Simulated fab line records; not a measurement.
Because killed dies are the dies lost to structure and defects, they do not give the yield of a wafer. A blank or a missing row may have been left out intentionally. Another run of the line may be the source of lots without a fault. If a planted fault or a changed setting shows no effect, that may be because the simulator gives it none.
Chamber matching | flow gf180mcu | 4 sister chambers for GF_V4_ETCH_17 on rie_diel-02
The step etches SiO2 in C4F8/O2/Ar, stops on TiN, target depth 630 nm. 7 wafers are shown with their chamber, then 6 later ones without.

WAFERS, EACH WITH ITS CHAMBER
wafer  | chamber | bias_w (W) | oes_product_au (a.u.)
L264.6 | 2       | 1197       | 0.863
L265.2 | 0       | 1194       | 0.860
L268.6 | 2       | 1200       | 0.848
L281.6 | 1       | 1201       | 0.862
L282.2 | 3       | 1197       | 0.851
L282.3 | 1       | 1199       | 0.859
L282.4 | 3       | 1202       | 0.859

WAFERS WHOSE CHAMBER IS MISSING
wafer  | bias_w (W) | oes_product_au (a.u.)
L283.1 | 1201       | 0.857
L283.2 | 1205       | 0.852
L283.3 | 1202       | 0.855
L285.1 | 1195       | 0.855
L285.2 | 1204       | 0.850
L285.5 | 1203       | 0.854

THE CHAMBER EACH PASSED THROUGH
wafer  | from the rows above               | in truth
L283.1 | can't be placed: 1 or 3 or 2      | 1
L283.2 | can't be placed: 3 or 1 or 2      | 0
L283.3 | can't be placed: 3 or 1 or 2      | 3
L285.1 | can't be placed: 0 or 2 or 3 or 1 | 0
L285.2 | can't be placed: 3 or 1 or 2      | 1
L285.5 | can't be placed: 3 or 1 or 2      | 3
Correct placement for 0 of the 6. Unplaceable from these rows: 6, with the true chamber sitting among the candidates in 5. Placed wrongly: 0.
How it was worked out, from the rows above alone: a wafer's distance from a chamber is the root of the sum, over the readings, of the square of ((its reading less the chamber's mean) divided by the reading's scatter). If the next closest chamber is less than 2 further off than the closest, the wafer can't be placed; otherwise it belongs to the closest. A chamber's mean is the mean of its shown wafers. The scatter: take each reading less its chamber's mean, square it, sum over the shown wafers, divide by the number of wafers less the number of chambers, and take the root.
